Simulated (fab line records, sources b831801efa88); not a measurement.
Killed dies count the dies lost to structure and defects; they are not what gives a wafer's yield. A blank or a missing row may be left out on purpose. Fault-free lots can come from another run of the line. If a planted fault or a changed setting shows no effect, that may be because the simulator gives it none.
What tool caused it? + flow gf180mcu + 11 lots, 33 wafers sampled, at 6 steps of a route of 602

WHAT THE GAUGES READ, wafer by wafer
GF_PSD_TW_MEAS_11.
| lot  | measured     | on            | PSD_TW         |
|------|--------------|---------------|----------------|
| L296 | day 14 01:59 | film-metro-02 | 3168 3180 3168 |
| L297 | day 14 11:43 | film-metro-03 | 3198 3205 3197 |
| L298 | day 15 01:41 | film-metro-02 | 3208 3207 3196 |
| L300 | day 15 10:58 | film-metro-02 | 3198 3185 3194 |
| L301 | day 16 01:56 | film-metro-02 | 3183 3197 3168 |
| L302 | day 16 08:38 | film-metro-02 | 3178 3180 3186 |
| L303 | day 17 00:52 | film-metro-03 | 3182 3171 3170 |
| L305 | day 17 21:47 | film-metro-02 | 3191 3179 3178 |
| L306 | day 18 16:18 | film-metro-02 | 3169 3184 3169 |
| L310 | day 20 08:11 | film-metro-01 | 3365 3375 3354 |
| L313 | day 20 23:32 | film-metro-02 | 3299 3315 3305 |

GF_PSD_RS_MEAS_15: a four-point-probe measurement.
| lot  | measured     | on            | PSD_RS (ohm/sq)   |
|------|--------------|---------------|-------------------|
| L296 | day 14 02:18 | film-metro-01 | 108.6 108.3 108.2 |
| L297 | day 14 12:02 | film-metro-01 | 109.0 108.9 109.2 |
| L298 | day 15 02:01 | film-metro-03 | 108.6 108.7 108.6 |
| L300 | day 15 11:17 | film-metro-03 | 109.0 109.2 109.2 |
| L301 | day 16 02:16 | film-metro-03 | 108.8 108.4 108.7 |
| L302 | day 16 08:57 | film-metro-03 | 108.7 108.8 108.8 |
| L303 | day 17 01:11 | film-metro-01 | 108.4 108.6 108.5 |
| L305 | day 17 22:07 | film-metro-03 | 108.9 108.9 109.3 |
| L306 | day 18 16:46 | film-metro-03 | 108.4 108.3 108.5 |
| L310 | day 20 08:31 | film-metro-03 | 103.6 103.6 103.7 |
| L313 | day 20 23:52 | film-metro-01 | 103.9 104.0 104.1 |

GF_SAB_OVL_MEAS_10.
| lot  | measured     | on         | SAB_OVL (nm)   |
|------|--------------|------------|----------------|
| L296 | day 14 23:33 | overlay-02 | 0.1 0.7 0.0    |
| L297 | day 15 09:35 | overlay-01 | 0.9 -0.2 1.1   |
| L298 | day 15 23:14 | overlay-01 | 1.3 1.6 0.8    |
| L300 | day 16 08:02 | overlay-02 | 0.5 0.8 0.4    |
| L301 | day 17 00:08 | overlay-02 | 0.3 1.9 2.4    |
| L302 | day 17 07:14 | overlay-01 | 1.5 0.7 -0.7   |
| L303 | day 18 00:05 | overlay-02 | -1.3 -1.4 0.8  |
| L305 | day 18 21:39 | overlay-02 | -1.7 -1.7 -0.8 |
| L306 | day 19 16:42 | overlay-01 | -0.3 0.0 0.4   |
| L310 | day 21 08:20 | overlay-02 | -0.3 -0.1 0.0  |
| L313 | day 21 23:14 | overlay-02 | 0.7 -2.1 -1.6  |

TOOL THAT RAN EACH LOT (tool first, then ch and the chambers of the sampled wafers, then the start)
| lot  | GF_HV_LDD_STRIP_37                   | GF_PSD_IMPLANT_09               | GF_PSD_STRIP_10                      |
|------|--------------------------------------|---------------------------------|--------------------------------------|
| L296 | plasma-asher-02 ch 0,1, day 11 11:40 | implanter-04 ch 0, day 14 01:44 | plasma-asher-03 ch 0,1, day 14 01:52 |
| L297 | plasma-asher-02 ch 0,1, day 11 20:07 | implanter-04 ch 0, day 14 11:28 | plasma-asher-03 ch 0,1, day 14 11:37 |
| L298 | plasma-asher-01 ch 0,1, day 12 09:49 | implanter-04 ch 0, day 15 01:27 | plasma-asher-03 ch 0,1, day 15 01:35 |
| L300 | plasma-asher-04 ch 0,1, day 12 17:34 | implanter-04 ch 0, day 15 10:43 | plasma-asher-01 ch 0,1, day 15 10:52 |
| L301 | plasma-asher-04 ch 1, day 13 08:37   | implanter-01 ch 0, day 16 01:42 | plasma-asher-01 ch 0,1, day 16 01:50 |
| L302 | plasma-asher-01 ch 0,1, day 13 14:10 | implanter-03 ch 0, day 16 08:23 | plasma-asher-02 ch 0,1, day 16 08:31 |
| L303 | plasma-asher-04 ch 0, day 14 04:43   | implanter-03 ch 0, day 17 00:37 | plasma-asher-01 ch 0,1, day 17 00:46 |
| L305 | plasma-asher-02 ch 0,1, day 14 23:42 | implanter-04 ch 0, day 17 21:34 | plasma-asher-03 ch 0,1, day 17 21:42 |
| L306 | plasma-asher-02 ch 0,1, day 15 17:36 | implanter-03 ch 0, day 18 16:05 | plasma-asher-01 ch 0,1, day 18 16:12 |
| L310 | plasma-asher-01 ch 0,1, day 17 04:31 | implanter-03 ch 0, day 20 07:57 | plasma-asher-02 ch 0,1, day 20 08:04 |
| L313 | plasma-asher-01 ch 0,1, day 17 21:25 | implanter-03 ch 0, day 20 23:18 | plasma-asher-02 ch 0,1, day 20 23:25 |
- GF_HV_LDD_STRIP_37: strips in O2/N2.
- GF_PSD_IMPLANT_09
- GF_PSD_STRIP_10: strips in O2/N2.

WHAT THE TOOLS THEMSELVES READ (means of the sampled wafers that have a number; where no wafer has one, the mark that the record gives instead)
GF_HV_LDD_STRIP_37.
| lot  | tool            | drypump-motor-current-A (A) | heater-power-w (W) | oes-product-au (a.u.) | strip-time-to-endpoint-s (s) |
|------|-----------------|-----------------------------|--------------------|-----------------------|------------------------------|
| L296 | plasma-asher-02 | 5.3                         | 334                | 0.712                 | 12.66                        |
| L297 | plasma-asher-02 | 5.1                         | 322                | 0.717                 | 12.63                        |
| L298 | plasma-asher-01 | 5.4                         | 347                | 0.712                 | 12.66                        |
| L300 | plasma-asher-04 | 5.3                         | 353                | 0.714                 | 12.64                        |
| L301 | plasma-asher-04 | 5.2                         | 378                | 0.711                 | 12.73                        |
| L302 | plasma-asher-01 | 5.4                         | 340                | 0.715                 | 12.69                        |
| L303 | plasma-asher-04 | 5.7                         | 309                | 0.718                 | 12.67                        |
| L305 | plasma-asher-02 | 5.1                         | 324                | 0.717                 | 12.68                        |
| L306 | plasma-asher-02 | 5.1                         | 322                | 0.714                 | 12.62                        |
| L310 | plasma-asher-01 | 5.4                         | 340                | 0.716                 | 12.66                        |
| L313 | plasma-asher-01 | 5.4                         | 346                | 0.717                 | 12.57                        |

GF_PSD_IMPLANT_09.
| lot  | tool         | dose-ions-cm2 | end-station-pressure-torr (Torr) | faraday-current-uA | tilt-deg (degrees) |
|------|--------------|---------------|----------------------------------|--------------------|--------------------|
| L296 | implanter-04 | 1.4996e+15    | 1.21e-05                         | 8343               | 7.022              |
| L297 | implanter-04 | 1.4980e+15    | 1.15e-05                         | 8247               | 7.006              |
| L298 | implanter-04 | 1.4983e+15    | 1.17e-05                         | 8394               | 7.016              |
| L300 | implanter-04 | 1.4998e+15    | 1.23e-05                         | 8413               | 6.989              |
| L301 | implanter-01 | 1.4990e+15    | 1.15e-05                         | 8094               | 7.006              |
| L302 | implanter-03 | 1.4979e+15    | 1.14e-05                         | 8365               | 6.990              |
| L303 | implanter-03 | 1.4996e+15    | 1.15e-05                         | 8093               | 7.012              |
| L305 | implanter-04 | 1.4988e+15    | 1.14e-05                         | 8243               | 6.984              |
| L306 | implanter-03 | 1.5003e+15    | 1.23e-05                         | 8222               | 7.013              |
| L310 | implanter-03 | 1.9600e+15    | 1.41e-05                         | 10591              | 7.013              |
| L313 | implanter-03 | 1.9582e+15    | 1.35e-05                         | 10744              | 6.986              |

GF_PSD_STRIP_10.
| lot  | tool            | drypump-motor-current-A (A) | heater-power-w (W) | oes-product-au (a.u.) | strip-time-to-endpoint-s (s) |
|------|-----------------|-----------------------------|--------------------|-----------------------|------------------------------|
| L296 | plasma-asher-03 | 6.0                         | 340                | 0.596                 | 16.54                        |
| L297 | plasma-asher-03 | 5.9                         | 343                | 0.594                 | 16.58                        |
| L298 | plasma-asher-03 | 5.9                         | 324                | 0.597                 | 16.56                        |
| L300 | plasma-asher-01 | 5.5                         | 359                | 0.591                 | 16.57                        |
| L301 | plasma-asher-01 | 5.5                         | 363                | 0.592                 | 16.52                        |
| L302 | plasma-asher-02 | 5.1                         | 325                | 0.597                 | 16.53                        |
| L303 | plasma-asher-01 | 5.4                         | 352                | 0.593                 | 16.51                        |
| L305 | plasma-asher-03 | 5.9                         | 325                | 0.598                 | 16.49                        |
| L306 | plasma-asher-01 | 5.4                         | 342                | 0.594                 | 16.56                        |
| L310 | plasma-asher-02 | 5.3                         | 338                | 0.573                 | 17.38                        |
| L313 | plasma-asher-02 | 5.3                         | 334                | 0.575                 | 17.41                        |

THE ANSWER, worked out from the rows above alone
Rule: what is usual is taken from the lots themselves. The widest of any qualifying gaps counts: lots, ordered by their means at a reading, are off when they make up no more than a third of the lots, leave a main group of 4 or more, and stand apart from it by 3 or more times the standard deviation of that group's means. A main group whose means are all the same, to the digits that the tables above print for the reading, isn't used. A lot without any number at a reading at which 4 lots or more have one is off too. The other lots that the step has rows for count as sound. The gauges are gone through in route order, then the tools' own readings, and for those a lot's mean is taken as printed above. At the first step where some lot is off, the reading lying furthest off is the one used; lots without a number count as furthest.
Off: L310, L313, at GF_PSD_TW_MEAS_11 (PSD_TW). The main group: mean 3185, standard deviation 11.
If a tool, at a process step before that reading, ran all the lots that are off and no sound lot after the first of them, it fits. The gauges at GF_PSD_TW_MEAS_11 aren't tried: what is off there is off at GF_PSD_IMPLANT_09 too, on other tools, and a gauge's error can't cause that. Can't be told from this: 3 tools fit, plasma-asher-01 at GF_HV_LDD_STRIP_37, implanter-03 at GF_PSD_IMPLANT_09, plasma-asher-02 at GF_PSD_STRIP_10.

WHAT THE SIMULATOR HAD INSERTED
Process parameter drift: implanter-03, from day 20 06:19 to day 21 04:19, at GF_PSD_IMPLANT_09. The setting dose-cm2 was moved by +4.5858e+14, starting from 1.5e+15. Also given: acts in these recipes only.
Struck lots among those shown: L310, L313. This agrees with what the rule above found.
